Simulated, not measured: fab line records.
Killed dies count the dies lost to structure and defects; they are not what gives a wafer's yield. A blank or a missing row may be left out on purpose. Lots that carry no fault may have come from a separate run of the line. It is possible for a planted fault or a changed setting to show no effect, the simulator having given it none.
Chamber matching | flow gf180mcu | GF_V1_CVD_00 on hdpcvd-02 has 3 sister chambers
The step deposits SiO2, target thk 600 nm, time 100 s. 3 wafers are shown with their chamber, then 8 later ones without.

WAFERS, EACH WITH ITS CHAMBER
wafer  | chamber | sih4FlowSccm (sccm)
L509.3 | 2       | 60.02
L513.6 | 0       | 60.35
L514.1 | 1       | 60.09

WAFERS MISSING THEIR CHAMBER
wafer  | sih4FlowSccm (sccm)
L514.4 | 59.83
L514.6 | 60.10
L524.2 | 60.25
L524.4 | 59.87
L524.5 | 59.84
L526.1 | 59.96
L526.3 | 60.16
L526.4 | 60.30

CHAMBER TAKEN BY EACH
wafer  | from the rows above          | in truth
L514.4 | can't be placed: 2 or 1      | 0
L514.6 | can't be placed: 1 or 2      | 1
L524.2 | can't be placed: 0 or 1 or 2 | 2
L524.4 | can't be placed: 2 or 1      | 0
L524.5 | can't be placed: 2 or 1      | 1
L526.1 | can't be placed: 2 or 1      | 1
L526.3 | can't be placed: 1 or 2 or 0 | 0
L526.4 | can't be placed: 0 or 1 or 2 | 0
0 of 8 placed correctly. Can't be placed from these rows: 8 (the true chamber is among the candidates in 6). 0 placed wrongly.
How it was worked out, from the rows above alone: a wafer's distance from a chamber is the root of the sum, over the readings, of the square of ((its reading less the chamber's mean) divided by the reading's scatter). The wafer belongs to the nearest chamber; if the next one is less than 2 further off, it can't be placed. A chamber's mean is the mean of its shown wafers. The scatter (one wafer shown for each chamber): square how far every hidden wafer sits from the nearest shown wafer, average those squares and take the square root.
